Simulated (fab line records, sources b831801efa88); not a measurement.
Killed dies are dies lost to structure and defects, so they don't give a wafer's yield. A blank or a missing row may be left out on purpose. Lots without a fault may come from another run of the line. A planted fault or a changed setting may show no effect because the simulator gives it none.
fab line records | flow gf180mcu
record lots=5 wafers=15 last_day=33
route steps=602 shown V4@478 MIM@503
lots that met no fault: from a run of the same line without faults
start_h: hours from the record's first day to the start of the lot's first wafer shown | wait_h: hours since the lot's step before | " the same as in the row above | L1.1+2: a row that stands for several wafers | - no value, or no start given | * or withheld: withheld | < > ~ a bound
route shown NAME@n: a module of which the file shows steps, and the number in the route of the first | usual: mean/standard deviation of fault-free wafers | same: alike in all rows | chamber/n: place in a boat | sites: the reading at each site | _std_site: their standard deviation | _edge_site: outer sites' mean less inner sites' | radius_mm: how far each site lies from the wafer's centre | mask NAME#n: copy n | behind: the tool/chamber that last shaped the wafer | hold: why the lot was held/for how many hours/how that ended | device: the transistor (n, p or np) that didn't switch | end of line: the same wafers' tests at the end of the route | a step without rows: its recipe alone | killed: dies lost to structure and defects at the first sort, not the wafer's yield | map: a wafer's dies, x killed, . not, _ none there
set.NAME: the setting as run; set.NAME@STEP: as run at that earlier step | model.NAME: the simulator's own value behind a step, which no gauge read
lots at some steps of the route; a table a step, a row a wafer
services: from which hour (start_h, from the record's first day; less than 0 if before it) a tool's chamber was out of use, for how many hours, and why
## steps
# step GF_V4_CVD_02
# recipe material=SiO2 target_thk_nm=850 precursor=TEOS temp_c=400 time_s=94.851 rf_w=600
# usual heater_power_outer_w=380/53 heater_power_w=648/72
# columns lot.wafer tool chamber start_h wait_h heater_power_outer_w heater_power_w since_wet_clean_h
L074.1 pecvd-04 2 536.27 0.1 463 707 570
L074.2 " 1 " " 340 613 570
L074.3 " 0 " " 307 568 570
L075.1 pecvd-02 0 543.16 0.1 391 703 369
L075.2 " 2 " " 438 752 369
L075.4 " 0 " " 411 717 -
L082.1 pecvd-03 1 608.40 0.1 262 486 3
L082.4 " 0 " " 323 557 -
L082.5 " 0 " " 356 597 -
L085.2 pecvd-04 1 637.23 0.0 410 683 671
L085.3 " 0 " " 385 657 671
L085.4 " 1 " " 436 723 -
L093.1 pecvd-03 2 683.85 0.1 334 595 79
L093.5 " 1 " " 336 576 -
L093.6 " 2 " " 363 635 -
# step GF_V4_THK_MEAS_03
# recipe reads=SiO2_of_V4_CVD_02
# usual V4_CVD_02_THK=852/13
# columns lot.wafer tool chamber start_h wait_h V4_CVD_02_THK[nm]
L074.1 film_metro-01 - 536.34 0.0 832
L074.2 " - " " 840
L074.3 " - " " 845
L075.1 film_metro-03 - 543.23 0.0 856
L075.2 " - " " 829
L075.4 " - " " 869
L082.1 film_metro-04 - 608.51 0.1 849
L082.4 " - " " 867
L082.5 " - " " 868
L085.2 film_metro-01 - 637.31 0.0 848
L085.3 " - " " 848
L085.4 " - " " 862
L093.1 film_metro-03 - 683.92 0.0 861
L093.5 " - " " 854
L093.6 " - " " 880
# step GF_V4_CMP_04
# recipe material=SiO2 down_force_psi=4 platen_rpm=60 pad_velocity_m_s=0.94248
# usual motor_current_A=11.6/1 retaining_ring_pressure_frac=0.999/0.005 time_to_endpoint_s=80/6.1
# columns lot.wafer tool chamber start_h wait_h motor_current_A retaining_ring_pressure_frac time_to_endpoint_s
L074.2 cmp-02 0 536.40 0.0 11.5 1.005 79
L074.3 " 2 " " 11.2 1.002 83
L074.1 " 3 " " 12.1 0.996 73
L075.1 cmp-01 0 543.34 0.1 11.2 1.005 86
L075.4 " 1 " " 11.6 1.000 92
L075.2 " 2 " " 12.4 1.009 71
L082.1 cmp-02 1 608.57 0.1 12.3 1.002 77
L082.4 " 3 " " 12.6 1.003 79
L082.5 " 1 " " 12.7 1.003 82
L085.4 cmp-01 1 637.36 0.0 11.8 1.006 90
L085.2 " 2 " " 13.0 0.995 81
L085.3 " 0 " " 10.8 0.998 82
L093.1 cmp-02 3 683.98 0.1 12.6 0.996 79
L093.6 " 3 " " 12.4 1.002 86
L093.5 " 0 " " 12.2 1.001 82
# step GF_V4_BOW_MEAS_05
# recipe mode=bow
# usual V4_BOW=132/6.8
# columns lot.wafer tool chamber start_h wait_h V4_BOW[um]
L074.1 film_metro-04 - 536.70 0.1 140
L074.2 " - " " 135
L074.3 " - " " 143
L075.1 film_metro-01 - 543.59 0.2 137
L075.2 " - " " 127
L075.4 " - " " 133
L082.1 film_metro-01 - 608.87 0.2 122
L082.4 " - " " 124
L082.5 " - " " 130
L085.2 film_metro-03 - 637.68 0.2 140
L085.3 " - " " 127
L085.4 " - " " 136
L093.1 film_metro-03 - 684.28 0.2 149
L093.5 " - " " 130
L093.6 " - " " 138
# step GF_V4_DEHYDRATE_06
# recipe temp_c=200 time_s=60
# columns lot.wafer tool chamber start_h wait_h
L074.1+2+3 litho_track-02 0 546.85 10.1
L075.1+2+4 litho_track-02 0 554.20 10.6
L082.1+4+5 litho_track-02 0 618.55 9.7
L085.2+3+4 litho_track-02 0 646.98 9.3
L093.1+5+6 litho_track-04 0 693.27 9.0
# step GF_V4_HMDS_07
# recipe prime_time_s=60 prime_temp_c=120
# usual prime_temp_c=120.01/0.14
# columns lot.wafer tool chamber start_h wait_h prime_temp_c
L074.1 litho_track-02 0 547.00 0.1 120.05
L074.2 " 0 " " 120.12
L074.3 " 0 " " 119.91
L075.1 litho_track-02 0 554.35 0.1 119.88
L075.2 " 0 " " 119.98
L075.4 " 0 " " 119.87
L082.1 litho_track-02 0 618.70 0.1 119.93
L082.4 " 0 " " 120.11
L082.5 " 0 " " 120.07
L085.2 litho_track-02 0 647.13 0.1 120.00
L085.3 " 0 " " 119.82
L085.4 " 0 " " 119.89
L093.1 litho_track-04 0 693.42 0.1 119.82
L093.5 " 0 " " 119.76
L093.6 " 0 " " 119.87
# step GF_V4_COAT_08
# recipe resist=BARC temp_c=withheld time_s=withheld spin_rpm=withheld resist_thk_nm=withheld
# columns lot.wafer tool chamber start_h wait_h
L074.1+2+3 litho_track-02 0 547.15 0.1
L075.1+2+4 litho_track-02 0 554.50 0.1
L082.1+4+5 litho_track-02 0 618.85 0.1
L085.2+3+4 litho_track-02 0 647.28 0.1
L093.1+5+6 litho_track-04 0 693.57 0.1
# step GF_V4_COAT_09
# recipe resist=KrF spin_rpm=withheld resist_thk_nm=1000
# columns lot.wafer tool chamber start_h wait_h
L074.1+2+3 litho_track-02 0 - -
L075.1+2+4 litho_track-02 0 - -
L082.1+4+5 litho_track-02 0 - -
L085.2+3+4 litho_track-02 0 - -
L093.1+5+6 litho_track-04 0 - -
# step GF_V4_SOFTBAKE_10
# recipe temp_c=130 time_s=60 resist=KrF
# columns lot.wafer tool chamber start_h wait_h
L074.1+2+3 litho_track-02 0 - -
L075.1+2+4 litho_track-02 0 - -
L082.1+4+5 litho_track-02 0 - -
L085.2+3+4 litho_track-02 0 - -
L093.1+5+6 litho_track-04 0 - -
# step GF_V4_EXPOSE_11
# recipe mask_id=Via4 target_cd_nm=260 na=0.68 source_shape=conventional sigma_outer=0.6 dose_mj=38
# columns lot.wafer tool chamber start_h wait_h mask
L074.1+2+3 krf_scanner-02 0 - - Via4#0
L075.1+2+4 krf_scanner-01 0 - - Via4#0
L082.1+4+5 krf_scanner-01 0 - - Via4#0
L085.2+3+4 krf_scanner-01 0 - - Via4#0
L093.1+5+6 krf_scanner-01 0 - - Via4#0
# step GF_V4_PEB_12
# recipe peb_temp_c=135 peb_time_s=90 resist=KrF
# same peb_time_s=90
# columns lot.wafer tool chamber start_h wait_h
L074.1+2+3 litho_track-02 0 - -
L075.1+2+4 litho_track-04 0 - -
L082.1+4+5 litho_track-04 0 - -
L085.2+3+4 litho_track-01 0 - -
L093.1+5+6 litho_track-04 0 - -
# step GF_V4_DEVELOP_13
# recipe develop_time_s=60 resist=KrF dev_temp_c=21
# columns lot.wafer tool chamber start_h wait_h
L074.1+2+3 litho_track-02 0 558.05 0.2
L075.1+2+4 litho_track-04 0 565.52 0.2
L082.1+4+5 litho_track-04 0 629.67 0.2
L085.2+3+4 litho_track-01 0 657.23 0.2
L093.1+5+6 litho_track-04 0 702.67 0.2
# step GF_V4_CD_MEAS_14
# recipe target_cd_nm=260
# usual cd_nm=259.8/1.5
# columns lot.wafer tool chamber start_h wait_h cd_nm
L074.1 cd_sem-01 - 558.20 0.1 260.5
L074.2 " - " " 260.6
L074.3 " - " " 261.0
L075.1 cd_sem-01 - 565.67 0.1 260.9
L075.2 " - " " 260.7
L075.4 " - " " 259.7
L082.1 cd_sem-02 - 629.93 0.2 259.1
L082.4 " - " " 258.2
L082.5 " - " " 257.3
L085.2 cd_sem-01 - 657.37 0.1 262.8
L085.3 " - " " 261.6
L085.4 " - " " 261.2
L093.1 cd_sem-01 - 702.82 0.1 261.5
L093.5 " - " " 260.7
L093.6 " - " " 261.0
# step GF_V4_OVL_MEAS_15
# usual V4_OVL=-1/6.4
# columns lot.wafer tool chamber start_h wait_h V4_OVL[nm]
L074.1 overlay-01 - 558.32 0.1 6
L074.2 " - " " -6
L074.3 " - " " 5
L075.1 overlay-02 - 565.79 0.1 7
L075.2 " - " " 3
L075.4 " - " " 1
L082.1 overlay-02 - 630.05 0.1 1
L082.4 " - " " -5
L082.5 " - " " 1
L085.2 overlay-02 - 657.48 0.1 -5
L085.3 " - " " -10
L085.4 " - " " 1
L093.1 overlay-01 - 702.94 0.1 -2
L093.5 " - " " -5
L093.6 " - " " 7
# step GF_V4_ETCH_16
# recipe chemistry=N2/H2 target_depth_a=withheld overetch_a=withheld time_s=withheld target=BARC ion_energy_ev=200 source_w=500 bias_w=100 pressure_mtorr=30 n2_flow_sccm=100 h2_flow_sccm=200
# usual drypump_motor_current_A=5.8/0.44 h2_flow_sccm=199.9/0.62 oes_product_au=0.855/0.0045 throttle_valve_pct=13.225/0.0093
# columns lot.wafer tool chamber start_h wait_h drypump_motor_current_A h2_flow_sccm oes_product_au throttle_valve_pct
L074.1 rie_diel-01 3 558.36 0.0 5.0 199.0 0.859 13.213
L074.2 " 2 " " 6.5 200.0 0.860 13.217
L074.3 " 0 " " 5.9 200.3 0.861 13.219
L075.1 rie_diel-02 1 565.83 0.0 5.4 199.3 0.858 13.195
L075.2 " 3 " " 6.0 200.3 0.859 13.218
L075.4 " 0 " " 6.1 200.6 0.860 13.238
L082.1 rie_diel-04 1 630.08 0.0 5.7 200.3 0.858 13.223
L082.4 " 3 " " 5.4 199.4 0.852 13.230
L082.5 " 1 " " 5.7 201.4 0.853 13.225
L085.2 rie_diel-01 2 657.51 0.0 6.6 200.0 0.854 13.219
L085.3 " 3 " " 5.0 199.7 0.865 13.247
L085.4 " 1 " " 6.3 199.2 0.852 13.237
L093.1 rie_diel-01 3 702.98 0.0 4.9 199.9 0.854 13.216
L093.5 " 0 " " 6.0 199.9 0.850 13.236
L093.6 " 3 " " 4.9 200.1 0.857 13.232
# step GF_V4_ETCH_17
# recipe chemistry=C4F8/O2/Ar mask_material=KrF target=SiO2 stop_on=TiN source_w=1500 bias_w=1200 pressure_mtorr=40 c4f8_flow_sccm=withheld O2_flow_sccm=6 Ar_flow_sccm=300 time_s=withheld target_depth_a=6300
# usual oes_product_au=0.856/0.005
# columns lot.wafer tool chamber start_h wait_h oes_product_au
L074.1 rie_diel-01 3 - - 0.853
L074.2 " 2 " " 0.852
L074.3 " 0 " " 0.855
L075.1 rie_diel-02 1 - - 0.864
L075.2 " 3 " " 0.855
L075.4 " 0 " " 0.856
L082.1 rie_diel-04 1 - - 0.852
L082.4 " 3 " " 0.854
L082.5 " 1 " " 0.853
L085.2 rie_diel-01 2 - - 0.860
L085.3 " 3 " " 0.856
L085.4 " 1 " " 0.859
L093.1 rie_diel-01 3 - - 0.848
L093.5 " 0 " " 0.857
L093.6 " 3 " " 0.851
# step GF_V4_STRIP_18
# recipe chemistry=O2/N2 power_w=1400 pressure_mtorr=1500 platen_temp_c=250 o2_flow_sccm=3000 n2_flow_sccm=300 overash_fraction=0.5
# usual drypump_motor_current_A=5.7/0.75 heater_power_w=331/20 oes_product_au=0.593/0.0046
# columns lot.wafer tool chamber start_h wait_h drypump_motor_current_A heater_power_w oes_product_au rf_hours_counter_h
L074.1 plasma_asher-02 1 558.49 - 6.7 336 0.587 95
L074.2 " 0 " " 5.2 357 0.588 95
L074.3 " 1 " " 6.7 338 0.591 -
L075.1 plasma_asher-04 0 565.96 - 4.7 335 0.592 44
L075.2 " 1 " " 5.8 291 0.593 44
L075.4 " 1 " " 5.7 293 0.593 -
L082.1 plasma_asher-02 0 630.21 - 5.2 355 0.587 102
L082.4 " 1 " " 6.7 332 0.592 -
L082.5 " 0 " " 5.2 354 0.599 -
L085.2 plasma_asher-03 1 657.64 - 6.4 347 0.589 84
L085.3 " 1 " " 6.4 346 0.589 -
L085.4 " 0 " " 5.7 340 0.584 -
L093.1 plasma_asher-03 1 703.11 - 6.4 363 0.594 86
L093.5 " 1 " " 6.4 364 0.596 -
L093.6 " 0 " " 5.7 342 0.585 -
# step GF_V4_STRIP_19
# recipe chemistry=post_etch_residue_remover time_s=1200 temp_c=72.5
# columns lot.wafer tool chamber start_h wait_h
L074.1+2+3 wet_bench-04 3 558.59 0.1
L075.1+2+4 wet_bench-04 0 566.06 0.1
L082.1+4+5 wet_bench-02 0 630.31 0.1
L085.2+3+4 wet_bench-03 0 657.74 0.1
L093.1+5+6 wet_bench-02 3 703.21 0.1
# step GF_V4_CLEAN_20
# recipe chemistry=DIW dry=n2_spin
# columns lot.wafer tool chamber start_h wait_h
L074.1+2+3 wet_bench-03 1 558.93 0.0
L075.1+2+4 wet_bench-03 1 566.43 0.0
L082.1+4+5 wet_bench-04 0 630.65 0.0
L085.2+3+4 wet_bench-02 0 658.08 0.0
L093.1+5+6 wet_bench-04 0 703.58 0.0
# step GF_V4_SPUTTER_21
# recipe material=Ti target_thk_nm=15 chamber_pressure_pa=5 power_w=2500 substrate_temp_c=200 time_s=80.02
# usual throttle_valve_pct=30.5/1
# columns lot.wafer tool chamber start_h wait_h throttle_valve_pct
L074.1 pvd_sputter-04 - 559.03 0.0 30.6
L074.2 " - " " 30.8
L074.3 " - " " 31.4
L075.1 pvd_sputter-02 - 566.53 0.0 29.6
L075.2 " - " " 31.1
L075.4 " - " " 28.1
L082.1 pvd_sputter-04 - 630.75 0.0 31.3
L082.4 " - " " 30.2
L082.5 " - " " 30.5
L085.2 pvd_sputter-03 - 658.17 0.0 30.6
L085.3 " - " " 30.8
L085.4 " - " " 31.7
L093.1 pvd_sputter-02 - 703.68 0.0 31.1
L093.5 " - " " 30.8
L093.6 " - " " 27.8
# step GF_V4_SPUTTER_22
# recipe material=TiN target_thk_nm=10 chamber_pressure_pa=5 power_w=4000 time_s=40
# usual throttle_valve_pct=30.5/1
# columns lot.wafer tool chamber start_h wait_h throttle_valve_pct
L074.1 pvd_sputter-04 - 559.09 0.0 30.0
L074.2 " - " " 30.3
L074.3 " - " " 31.5
L075.1 pvd_sputter-02 - 566.59 0.0 29.2
L075.2 " - " " 31.0
L075.4 " - " " 27.9
L082.1 pvd_sputter-04 - 630.81 0.0 31.3
L082.4 " - " " 30.3
L082.5 " - " " 30.2
L085.2 pvd_sputter-03 - 658.23 0.0 30.7
L085.3 " - " " 31.1
L085.4 " - " " 31.4
L093.1 pvd_sputter-02 - 703.74 0.0 30.9
L093.5 " - " " 30.8
L093.6 " - " " 28.0
# step GF_V4_CVD_23
# recipe material=W target_thk_nm=350 time_s=104.9 temp_c=400 pressure_torr=40
# usual heater_power_outer_w=571/50 heater_power_w=929/68
# columns lot.wafer tool chamber start_h wait_h heater_power_outer_w heater_power_w since_wet_clean_h
L074.1 cvd_w-01 0 559.13 0.0 631 1023 655
L074.2 " 1 " " 519 872 655
L074.3 " 1 " " 510 868 -
L075.1 cvd_w-01 1 566.63 0.0 506 850 663
L075.2 " 0 " " 637 994 663
L075.4 " 1 " " 511 861 -
L082.1 cvd_w-01 0 630.85 0.0 646 1043 727
L082.4 " 1 " " 516 856 -
L082.5 " 1 " " 522 815 -
L085.2 cvd_w-01 0 658.27 0.0 640 1040 754
L085.3 " 0 " " 668 1028 -
L085.4 " 1 " " 517 858 -
L093.1 cvd_w-02 1 703.78 0.0 589 946 300
L093.5 " 1 " " 586 951 -
L093.6 " 0 " " 538 911 -
# step GF_V4_RS_MEAS_24
# recipe thk_meas_gauge=four-point-probe reads=W_of_V4_CVD_23+TiN_of_V4_SPUTTER_22+Ti_of_V4_SPUTTER_21
# usual V4_W_RS=0.322/0.0065
# columns lot.wafer tool chamber start_h wait_h V4_W_RS[ohm/sq]
L074.1 film_metro-03 - 559.24 0.1 0.314
L074.2 " - " " 0.320
L074.3 " - " " 0.322
L075.1 film_metro-03 - 566.74 0.1 0.322
L075.2 " - " " 0.314
L075.4 " - " " 0.323
L082.1 film_metro-03 - 630.96 0.1 0.316
L082.4 " - " " 0.323
L082.5 " - " " 0.324
L085.2 film_metro-03 - 658.40 0.1 0.318
L085.3 " - " " 0.313
L085.4 " - " " 0.330
L093.1 film_metro-03 - 703.89 0.1 0.329
L093.5 " - " " 0.331
L093.6 " - " " 0.323
# step GF_V4_THK_MEAS_25
# recipe thk_meas_gauge=xrf reads=W_of_V4_CVD_23
# usual V4_W_THK=367/8
# columns lot.wafer tool chamber start_h wait_h V4_W_THK[nm]
L074.1 film_metro-03 - 559.36 0.1 377
L074.2 " - " " 371
L074.3 " - " " 369
L075.1 film_metro-03 - 566.86 0.1 366
L075.2 " - " " 376
L075.4 " - " " 366
L082.1 film_metro-03 - 631.08 0.1 369
L082.4 " - " " 358
L082.5 " - " " 359
L085.2 film_metro-03 - 658.51 0.1 371
L085.3 " - " " 380
L085.4 " - " " 358
L093.1 film_metro-03 - 704.01 0.1 357
L093.5 " - " " 358
L093.6 " - " " 368
# step GF_V4_CMP_26
# recipe stop_on=SiO2 down_force_psi=3.5 platen_rpm=60 t_overpolish_s=15 target_thk_nm=0 pad_velocity_m_s=0.94248
# usual motor_current_A=10.7/0.88 overpolish_run_s=15.000/0.0089 retaining_ring_pressure_frac=1.000/0.0048 time_to_endpoint_s=85/4.1
# same t_overpolish_s=15
# columns lot.wafer tool chamber start_h wait_h motor_current_A overpolish_run_s retaining_ring_pressure_frac time_to_endpoint_s
L074.1 cmp-01 1 559.47 0.1 11.0 14.996 0.993 94
L074.3 " 2 " " 11.0 14.995 0.997 84
L074.2 " 3 " " 8.6 14.999 1.002 83
L075.4 cmp-01 2 566.92 0.0 11.9 15.007 0.997 86
L075.2 " 3 " " 8.9 14.990 0.998 87
L075.1 " 0 " " 10.4 15.002 0.994 89
L082.4 cmp-02 0 631.24 0.1 10.4 14.998 0.996 83
L082.1 " 1 " " 11.5 14.995 1.002 83
L082.5 " 2 " " 10.5 15.005 0.993 85
L085.3 cmp-02 3 658.56 0.0 11.1 15.005 1.002 84
L085.4 " 1 " " 11.5 15.002 1.010 87
L085.2 " 2 " " 10.3 14.997 1.004 90
L093.1 cmp-01 1 704.07 0.1 10.6 14.997 1.004 85
L093.5 " 1 " " 11.0 15.014 0.995 84
L093.6 " 2 " " 11.3 15.003 1.001 83
# step GF_MIM_SPUTTER_00
# recipe material=Ti target_thk_nm=37.5 arriving_ion_energy_ev=80 substrate_temp_c=200 chamber_pressure_pa=2 power_w=4000 time_s=150
# usual throttle_valve_pct=29.8/1.1
# columns lot.wafer tool chamber start_h wait_h throttle_valve_pct
L074.1 pvd_sputter-02 - 559.72 0.2 27.8
L074.2 " - " " 30.5
L074.3 " - " " 30.7
L075.1 pvd_sputter-04 - 567.22 0.1 30.4
L075.2 " - " " 30.3
L075.4 " - " " 31.5
L082.1 pvd_sputter-01 - 631.44 0.1 27.9
L082.4 " - " " 29.6
L082.5 " - " " 29.2
L085.2 pvd_sputter-02 - 658.86 0.1 29.3
L085.3 " - " " 30.2
L085.4 " - " " 30.8
L093.1 pvd_sputter-04 - 704.37 0.2 31.1
L093.5 " - " " 31.0
L093.6 " - " " 30.2
# step GF_MIM_SPUTTER_01
# recipe material=TiN target_thk_nm=30 power_w=6500 time_s=25 chamber_pressure_pa=0.4
# usual throttle_valve_pct=29.8/1.1
# columns lot.wafer tool chamber start_h wait_h throttle_valve_pct
L074.1 pvd_sputter-02 - 559.82 0.1 27.8
L074.2 " - " " 30.6
L074.3 " - " " 30.8
L075.1 pvd_sputter-04 - 567.32 0.1 30.8
L075.2 " - " " 30.3
L075.4 " - " " 31.3
L082.1 pvd_sputter-01 - 631.54 0.1 27.8
L082.4 " - " " 29.6
L082.5 " - " " 29.2
L085.2 pvd_sputter-02 - 658.96 0.1 29.2
L085.3 " - " " 30.5
L085.4 " - " " 31.1
L093.1 pvd_sputter-04 - 704.47 0.1 31.0
L093.5 " - " " 31.3
L093.6 " - " " 30.2
# step GF_MIM_SPUTTER_02
# recipe material=AlCu target_thk_nm=450 power_w=10600 time_s=23.9 chamber_pressure_pa=0.4
# usual throttle_valve_pct=29.8/1.1
# columns lot.wafer tool chamber start_h wait_h throttle_valve_pct
L074.1 pvd_sputter-02 - 559.85 0.0 27.9
L074.2 " - " " 30.2
L074.3 " - " " 30.6
L075.1 pvd_sputter-04 - 567.35 0.0 30.5
L075.2 " - " " 30.4
L075.4 " - " " 31.1
L082.1 pvd_sputter-01 - 631.57 0.0 27.5
L082.4 " - " " 30.0
L082.5 " - " " 29.5
L085.2 pvd_sputter-02 - 658.99 0.0 29.4
L085.3 " - " " 30.3
L085.4 " - " " 31.2
L093.1 pvd_sputter-04 - 704.50 0.0 31.3
L093.5 " - " " 31.3
L093.6 " - " " 30.4
# step GF_MIM_SPUTTER_03
# recipe material=Ti target_thk_nm=10 substrate_temp_c=300 chamber_pressure_pa=0.3 power_w=3000 time_s=6.7
# usual throttle_valve_pct=29.8/1.1
# columns lot.wafer tool chamber start_h wait_h throttle_valve_pct
L074.1 pvd_sputter-02 - 559.88 0.0 27.9
L074.2 " - " " 30.3
L074.3 " - " " 30.8
L075.1 pvd_sputter-04 - 567.38 0.0 30.8
L075.2 " - " " 30.3
L075.4 " - " " 31.3
L082.1 pvd_sputter-01 - 631.60 0.0 27.5
L082.4 " - " " 29.8
L082.5 " - " " 29.4
L085.2 pvd_sputter-02 - 659.02 0.0 29.1
L085.3 " - " " 30.2
L085.4 " - " " 31.0
L093.1 pvd_sputter-04 - 704.53 0.0 31.4
L093.5 " - " " 31.4
L093.6 " - " " 30.3
# step GF_MIM_SPUTTER_04
# recipe material=TiN target_thk_nm=50 power_w=6500 time_s=41.7 chamber_pressure_pa=0.4
# usual throttle_valve_pct=29.8/1.1
# columns lot.wafer tool chamber start_h wait_h throttle_valve_pct
L074.1 pvd_sputter-02 - 559.90 0.0 28.1
L074.2 " - " " 30.4
L074.3 " - " " 30.9
L075.1 pvd_sputter-04 - 567.40 0.0 30.7
L075.2 " - " " 30.2
L075.4 " - " " 31.3
L082.1 pvd_sputter-01 - 631.62 0.0 27.8
L082.4 " - " " 30.0
L082.5 " - " " 29.2
L085.2 pvd_sputter-02 - 659.04 0.0 29.6
L085.3 " - " " 30.5
L085.4 " - " " 31.1
L093.1 pvd_sputter-04 - 704.55 0.0 31.2
L093.5 " - " " 31.0
L093.6 " - " " 30.4
# step GF_MIM_CVD_05
# recipe material=Si3N4 target_thk_nm=42 temp_max_c=400 temp_c=385 time_s=29.086 rf_w=450
# usual heater_power_outer_w=381/43 heater_power_w=648/57
# columns lot.wafer tool chamber start_h wait_h heater_power_outer_w heater_power_w since_wet_clean_h
L074.1 pecvd-01 2 559.94 0.0 341 581 177
L074.2 " 0 " " 439 692 177
L074.3 " 1 " " 322 563 177
L075.1 pecvd-04 0 567.44 0.0 356 606 601
L075.2 " 1 " " 363 613 601
L075.4 " 1 " " 372 626 -
L082.1 pecvd-04 1 631.66 0.0 379 649 665
L082.4 " 2 " " 434 687 -
L082.5 " 1 " " 364 636 -
L085.2 pecvd-02 1 659.08 0.0 322 598 484
L085.3 " 2 " " 421 720 484
L085.4 " 0 " " 306 571 -
L093.1 pecvd-02 0 704.59 0.0 380 680 530
L093.5 " 0 " " 391 695 -
L093.6 " 1 " " 420 710 -
# step GF_MIM_THK_MEAS_06
# recipe reads=Si3N4_of_MIM_CVD_05
# usual MIM_CVD_05_THK=42.0/0.59
# columns lot.wafer tool chamber start_h wait_h MIM_CVD_05_THK[nm]
L074.1 film_metro-03 - 559.97 0.0 42.1
L074.2 " - " " 41.2
L074.3 " - " " 42.2
L075.1 film_metro-03 - 567.48 0.0 42.2
L075.2 " - " " 40.9
L075.4 " - " " 41.5
L082.1 film_metro-02 - 631.69 0.0 41.3
L082.4 " - " " 42.6
L082.5 " - " " 42.0
L085.2 film_metro-02 - 659.13 0.0 42.4
L085.3 " - " " 41.8
L085.4 " - " " 42.5
L093.1 film_metro-01 - 704.63 0.0 41.7
L093.5 " - " " 41.6
L093.6 " - " " 42.4
# step GF_MIM_SPUTTER_07
# recipe material=TiN target_thk_nm=60 power_w=6500 time_s=50 chamber_pressure_pa=0.4
# usual throttle_valve_pct=30.1/1.1
# columns lot.wafer tool chamber start_h wait_h throttle_valve_pct
L074.1 pvd_sputter-04 - 560.03 0.1 31.4
L074.2 " - " " 31.6
L074.3 " - " " 30.3
L075.1 pvd_sputter-02 - 567.54 0.1 29.3
L075.2 " - " " 31.0
L075.4 " - " " 30.2
L082.1 pvd_sputter-01 - 631.75 0.1 29.3
L082.4 " - " " 27.9
L082.5 " - " " 29.2
L085.2 pvd_sputter-04 - 659.18 0.0 31.4
L085.3 " - " " 30.4
L085.4 " - " " 30.6
L093.1 pvd_sputter-01 - 704.69 0.1 27.6
L093.5 " - " " 27.8
L093.6 " - " " 29.1
# step GF_MIM_SPUTTER_08
# recipe material=AlCu target_thk_nm=200 power_w=10600 time_s=10.6 chamber_pressure_pa=0.4
# usual throttle_valve_pct=30.2/1.1
# columns lot.wafer tool chamber start_h wait_h throttle_valve_pct
L074.1 pvd_sputter-04 - 560.08 0.0 31.3
L074.2 " - " " 31.3
L074.3 " - " " 30.1
L075.1 pvd_sputter-02 - 567.58 0.0 29.6
L075.2 " - " " 31.1
L075.4 " - " " 30.1
L082.1 pvd_sputter-01 - 631.80 0.0 28.9
L082.4 " - " " 27.8
L082.5 " - " " 29.3
L085.2 pvd_sputter-04 - 659.22 0.0 31.3
L085.3 " - " " 30.4
L085.4 " - " " 31.0
L093.1 pvd_sputter-01 - 704.73 0.0 27.9
L093.5 " - " " 27.8
L093.6 " - " " 29.2
# step GF_MIM_SPUTTER_09
# recipe material=TiN target_thk_nm=35 power_w=6500 time_s=29.2 chamber_pressure_pa=0.4
# usual throttle_valve_pct=30.2/1.1
# columns lot.wafer tool chamber start_h wait_h throttle_valve_pct
L074.1 pvd_sputter-04 - 560.10 0.0 31.0
L074.2 " - " " 31.3
L074.3 " - " " 30.3
L075.1 pvd_sputter-02 - 567.60 0.0 29.6
L075.2 " - " " 30.7
L075.4 " - " " 30.5
L082.1 pvd_sputter-01 - 631.82 0.0 29.3
L082.4 " - " " 27.5
L082.5 " - " " 28.9
L085.2 pvd_sputter-04 - 659.24 0.0 31.5
L085.3 " - " " 30.4
L085.4 " - " " 30.6
L093.1 pvd_sputter-01 - 704.75 0.0 27.8
L093.5 " - " " 27.7
L093.6 " - " " 29.6
# step GF_MIM_RS_MEAS_10
# recipe thk_meas_gauge=four-point-probe reads=TiN_of_MIM_SPUTTER_09+AlCu_of_MIM_SPUTTER_08+TiN_of_MIM_SPUTTER_07
# usual MIM_ALCU_RS=0.1593/0.002
# columns lot.wafer tool chamber start_h wait_h MIM_ALCU_RS[ohm/sq]
L074.1 film_metro-02 - 560.13 0.0 0.1612
L074.2 " - " " 0.1617
L074.3 " - " " 0.1622
L075.1 film_metro-02 - 567.64 0.0 0.1599
L075.2 " - " " 0.1585
L075.4 " - " " 0.1588
L082.1 film_metro-02 - 631.85 0.0 0.1599
L082.4 " - " " 0.1571
L082.5 " - " " 0.1602
L085.2 film_metro-02 - 659.30 0.0 0.1602
L085.3 " - " " 0.1598
L085.4 " - " " 0.1596
L093.1 film_metro-02 - 704.79 0.0 0.1601
L093.5 " - " " 0.1607
L093.6 " - " " 0.1594
# step GF_MIM_THK_MEAS_11
# recipe thk_meas_gauge=xrf reads=AlCu_of_MIM_SPUTTER_08
# usual MIM_ALCU_THK=197.6/2.6
# columns lot.wafer tool chamber start_h wait_h MIM_ALCU_THK[nm]
L074.1 film_metro-02 - 560.25 0.1 193.9
L074.2 " - " " 194.5
L074.3 " - " " 195.1
L075.1 film_metro-02 - 567.76 0.1 195.8
L075.2 " - " " 198.6
L075.4 " - " " 197.4
L082.1 film_metro-02 - 631.97 0.1 197.7
L082.4 " - " " 198.9
L082.5 " - " " 196.0
L085.2 film_metro-02 - 659.41 0.1 197.1
L085.3 " - " " 197.7
L085.4 " - " " 197.6
L093.1 film_metro-02 - 704.91 0.1 197.3
L093.5 " - " " 195.6
L093.6 " - " " 197.6
# step GF_MIM_DEHYDRATE_12
# recipe temp_c=200 time_s=60
# columns lot.wafer tool chamber start_h wait_h
L074.1+2+3 litho_track-03 0 570.31 10.0
L075.1+2+4 litho_track-01 0 577.65 9.9
L082.1+4+5 litho_track-03 0 641.31 9.3
L085.2+3+4 litho_track-02 0 668.62 9.2
L093.1+5+6 litho_track-03 0 713.21 8.3
## services
# columns tool chamber start_h hours kind
pecvd-04 - 516.26 0.8 pm
krf_scanner-01 - 518.20 0.8 pm
cvd_w-01 - 522.25 2.8 pm
cmp-02 - 542.96 3.7 pm
cmp-01 - 545.41 1.3 repair
cmp-01 - 549.22 2.5 repair
cmp-01 - 549.28 2.6 repair
krf_scanner-01 - 563.53 4.0 pm
cmp-01 - 572.07 4.0 pm
cmp-02 - 576.07 3.0 pm
pvd_sputter-01 - 579.95 3.7 repair
rie_diel-01 0 582.66 35.5 repair
krf_scanner-01 - 626.16 1.3 pm
krf_scanner-01 - 642.10 4.4 pm
pecvd-02 - 645.07 6.0 pm
wet_bench-03 - 646.53 2.8 repair
cmp-01 - 656.03 2.9 repair
pecvd-04 1 664.64 6.7 repair
pecvd-02 1 669.53 7.0 repair
krf_scanner-01 - 669.82 1.0 pm
krf_scanner-01 - 682.15 1.1 repair
krf_scanner-01 - 686.89 0.8 pm
krf_scanner-01 - 687.64 4.4 pm
wet_bench-03 - 691.02 0.5 repair
## key
fault none
